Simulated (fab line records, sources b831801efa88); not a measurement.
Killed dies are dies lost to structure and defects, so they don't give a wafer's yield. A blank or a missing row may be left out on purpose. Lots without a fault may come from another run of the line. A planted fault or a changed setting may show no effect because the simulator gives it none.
Which tool did it? | flow sky130 | 14 lots, 42 wafers sampled, at 5 steps of a route of 708

WHAT THE GAUGES READ, wafer by wafer
SKY_LDD_P_OVL_MEAS_08.
lot  | measured     | on         | LDD_P_OVL (nm)
L599 | day 20 14:13 | overlay-01 | -1.0 -1.0 -0.4
L601 | day 21 00:18 | overlay-01 | -2.2 0.3 -2.7
L600 | day 21 04:54 | overlay-01 | -1.2 -0.7 -0.1
L607 | day 23 11:44 | overlay-01 | -1.1 -2.6 -2.8
L608 | day 23 21:51 | overlay-02 | -1.5 -2.9 -3.3
L609 | day 24 07:48 | overlay-01 | -0.5 -1.1 -0.2
L610 | day 24 21:29 | overlay-02 | -0.8 -2.0 -1.7
L612 | day 25 10:23 | overlay-02 | -0.7 -3.0 -0.9
L613 | day 25 13:56 | overlay-02 | -1.9 -2.1 -2.0
L614 | day 25 20:53 | overlay-02 | -2.3 -2.1 -0.7
L615 | day 26 00:48 | overlay-01 | 0.3 -1.0 -1.6
L616 | day 26 10:35 | overlay-01 | -2.0 -2.8 -1.1
L618 | day 26 19:47 | overlay-01 | -2.0 -1.9 -2.5
L621 | day 27 19:59 | overlay-02 | -0.9 0.4 -1.2

SKY_LDD_LDN_OVL_MEAS_07.
lot  | measured     | on         | LDD_LDN_OVL (nm)
L599 | day 24 12:23 | overlay-02 | -0.1 -2.0 -0.3
L601 | day 24 22:17 | overlay-01 | 2.8 2.2 1.5
L600 | day 25 02:20 | overlay-02 | 0.3 -0.3 0.8
L607 | day 27 04:32 | overlay-01 | 2.8 1.1 1.0
L608 | day 27 15:26 | overlay-01 | 3.0 2.3 2.8
L609 | day 28 00:14 | overlay-01 | 3.0 1.7 0.6
L610 | day 28 13:50 | overlay-02 | 0.7 2.2 1.7
L612 | day 29 02:41 | overlay-01 | -0.8 -0.4 -2.3
L613 | day 29 05:23 | overlay-02 | -0.5 -0.2 -0.3
L614 | day 29 12:45 | overlay-01 | 1.0 1.2 0.7
L615 | day 29 15:47 | overlay-02 | 1.5 3.6 3.4
L616 | day 30 02:20 | overlay-02 | -0.7 -0.2 -0.5
L618 | day 30 10:20 | overlay-02 | -0.8 1.6 0.0
L621 | day 31 09:46 | overlay-01 | 2.8 0.9 2.7

SKY_SD_N_CD_MEAS_07: target cd 380 nm.
lot  | measured     | on        | cd_nm (nm)
L599 | day 29 11:04 | cd_sem-01 | 375.3 376.2 376.7
L601 | day 29 22:19 | cd_sem-01 | 376.8 378.6 378.4
L600 | day 30 01:15 | cd_sem-02 | 382.4 383.6 383.2
L607 | day 32 02:38 | cd_sem-02 | 375.6 377.9 378.3
L608 | day 32 12:27 | cd_sem-02 | - - -
L609 | day 32 20:12 | cd_sem-02 | - - -
L610 | day 33 08:56 | cd_sem-02 | 387.7 385.3 386.9
L612 | day 33 22:08 | cd_sem-01 | 383.9 383.9 384.9
L613 | day 34 01:37 | cd_sem-02 | 379.7 378.4 378.3
L614 | day 34 05:52 | cd_sem-01 | 379.8 379.3 380.3
L615 | day 34 10:59 | cd_sem-01 | 382.3 381.8 381.0
L616 | day 34 22:11 | cd_sem-02 | 378.2 380.1 379.1
L618 | day 35 05:59 | cd_sem-01 | 380.8 379.9 379.2
L621 | day 36 02:34 | cd_sem-02 | 380.6 380.7 384.2

SKY_SD_N_TW_MEAS_12.
lot  | measured     | on            | SD_N_TW
L599 | day 29 11:36 | film_metro-02 | 4033 4025 4016
L601 | day 29 22:53 | film_metro-03 | 3881 3891 3883
L600 | day 30 01:48 | film_metro-01 | 3919 3918 3904
L607 | day 32 03:11 | film_metro-03 | 3924 3934 3924
L608 | day 32 13:00 | film_metro-02 | 4062 4028 4029
L609 | day 32 20:45 | film_metro-03 | 3938 3934 3922
L610 | day 33 09:28 | film_metro-02 | 3990 4016 3994
L612 | day 33 22:41 | film_metro-02 | 3985 3999 4012
L613 | day 34 02:11 | film_metro-01 | 3933 3932 3933
L614 | day 34 06:25 | film_metro-01 | 3955 3924 3940
L615 | day 34 11:32 | film_metro-02 | 4010 4042 4022
L616 | day 34 22:44 | film_metro-01 | 3964 3959 3950
L618 | day 35 06:32 | film_metro-03 | 3948 3933 3940
L621 | day 36 03:08 | film_metro-02 | 3974 3990 4004

WHICH TOOL RAN EACH LOT (tool, then ch and the chambers of the sampled wafers, then the start)
lot  | SKY_SD_N_COAT_02
L599 | litho_track-03 ch 0, day 28 20:17
L601 | litho_track-03 ch 0, day 29 07:47
L600 | litho_track-04 ch 0, day 29 11:13
L607 | litho_track-04 ch 0, day 31 11:41
L608 | litho_track-04, day 31 21:43
L609 | litho_track-03, day 32 06:13
L610 | litho_track-02 ch 0, day 32 19:39
L612 | litho_track-03 ch 0, day 33 08:17
L613 | litho_track-03 ch 0, day 33 12:11
L614 | litho_track-04 ch 0, day 33 16:41
L615 | litho_track-04 ch 0, day 33 21:34
L616 | litho_track-03 ch 0, day 34 08:08
L618 | litho_track-03 ch 0, day 34 16:10
L621 | litho_track-03 ch 0, day 35 12:44
- SKY_SD_N_COAT_02: resist thk 1140 nm.

WHAT THE TOOLS THEMSELVES READ (means of the sampled wafers that have a number; where no wafer has one, the mark that the record gives instead)
SKY_SD_N_COAT_02.
lot  | tool           | chill_plate_temp_C (C) | dispense_pressure_kPa (kPa)
L599 | litho_track-03 | 23.01                  | 46
L601 | litho_track-03 | 23.00                  | 46
L600 | litho_track-04 | 22.94                  | 57
L607 | litho_track-04 | 23.03                  | 57
L608 | litho_track-04 | -                      | -
L609 | litho_track-03 | -                      | -
L610 | litho_track-02 | 23.05                  | 42
L612 | litho_track-03 | 22.84                  | 46
L613 | litho_track-03 | 22.94                  | 46
L614 | litho_track-04 | 23.07                  | 57
L615 | litho_track-04 | 23.01                  | 57
L616 | litho_track-03 | 23.03                  | 46
L618 | litho_track-03 | 22.93                  | 46
L621 | litho_track-03 | 23.02                  | 46

THE ANSWER, worked out from the rows above alone
Rule: what is usual is taken from the lots themselves. Put in order of their means at a reading, lots are off if they are a third of the lots or fewer, leave a main group of 4 or more, and stand apart from it by a gap of 3 or more times the standard deviation of the main group's means; of several such gaps the widest counts. A main group whose means are all the same, to the digits that the tables above print for the reading, isn't used. A lot without any number at a reading at which 4 lots or more have one is off too. The other lots that the step has rows for count as sound. The gauges are gone through in route order, then the tools' own readings, and for those a lot's mean is taken as printed above. The first step at which some lot is off is used, and at that step the reading that is off furthest; a lot without a number counts as furthest.
Off: L608, L609, at SKY_SD_N_CD_MEAS_07 (cd_nm). Without a number there: L608, L609. The main group: mean 380.5 nm, standard deviation 2.9.
A tool fits if, at a process step before that reading, it ran every lot that is off, and no sound lot after the first of them. The gauges at SKY_SD_N_CD_MEAS_07 aren't tried: what is off there is off at SKY_SD_N_COAT_02 too, on other tools, and a gauge's error can't cause that. None of those tried fits.

WHAT THE SIMULATOR HAD PUT IN
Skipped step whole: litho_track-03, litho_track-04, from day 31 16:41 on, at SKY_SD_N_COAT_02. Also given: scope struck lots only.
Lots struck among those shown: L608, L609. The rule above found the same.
